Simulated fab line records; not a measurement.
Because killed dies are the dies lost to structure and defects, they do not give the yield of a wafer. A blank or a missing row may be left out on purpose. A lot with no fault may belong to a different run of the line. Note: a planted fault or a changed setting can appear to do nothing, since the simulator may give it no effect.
2 desks looking at one fault    flow sky130    what lay behind the numbers comes last; until then each desk has only its own

== AT THE METROLOGY DESK ==
Means of the sampled wafers that have a number, per lot and without regard to the tool the lot ran on: this is what the gauges read. If a lot's mean is further than 4 standard deviations from the usual mean, the lot is out of limits and carries the mark OUT (the distance appears in the brackets).
Columns: A = VIA4_W_RS at SKY_VIA4_RS_MEAS_19, usual 0.2284 ohm/sq; B = VIA4_W_THK at SKY_VIA4_THK_MEAS_20, usual 503 nm; C = METAL5_ALCU_RS at SKY_METAL5_RS_MEAS_05, usual 0.02714 ohm/sq; D = METAL5_ALCU_THK at SKY_METAL5_THK_MEAS_06, usual 1147 nm
lot   first seen here  A       B    C                   D
L558  day 42 18:17     0.2264  509  0.02735             1145
L563  day 43 22:30     0.2278  502  0.02723             1138
L570  day 46 13:58     0.2267  506  0.02890 (+8.0) OUT  1065 (-5.9) OUT
L578  day 47 12:55     0.2303  501  0.02689             1142
L579  day 47 21:22     0.2300  497  0.02680             1172
This desk's finding: out of limits on L570; first on L570, day 46 14:37 (METAL5_ALCU_RS at SKY_METAL5_RS_MEAS_05). In limits: L558, L563, L578, L579.

== THE TOOL OWNER'S DESK: pvdSputter-03 ==
The tool's own readings at SKY_METAL5_SPUTTER_02 (material AlCu, target thk 1150 nm, time 61.2 s): means of the sampled wafers that have a number, for each lot that ran on this tool. If a lot's mean is further than 4 standard deviations from the usual mean, the lot is out of limits and carries the mark OUT (the distance appears in the brackets).
Columns: A = throttleValvePct at SKY_METAL5_SPUTTER_02, usual 30.4 %
lot   first seen here  A
L558  day 42 18:48     29.1
L570  day 46 14:28     29.0
This desk found nothing out of limits on any of the 2 lots.

== ALL TOGETHER ==
On L570, the metrology desk was in a position to raise an alarm at day 46 14:37.
The tool owner's desk saw nothing out of limits.
Tool owner's desk: L570 on record, inside its limits.
All the named lots went through SKY_METAL5_SPUTTER_02 on pvdSputter-03.

== WHAT THE SIMULATOR PUT IN ==
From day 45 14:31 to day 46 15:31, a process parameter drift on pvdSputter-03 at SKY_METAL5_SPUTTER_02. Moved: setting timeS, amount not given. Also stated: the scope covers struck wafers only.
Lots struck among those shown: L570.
Per desk, hours elapsed from the start of the fault to the first reading out of limits: for the metrology desk, 24.
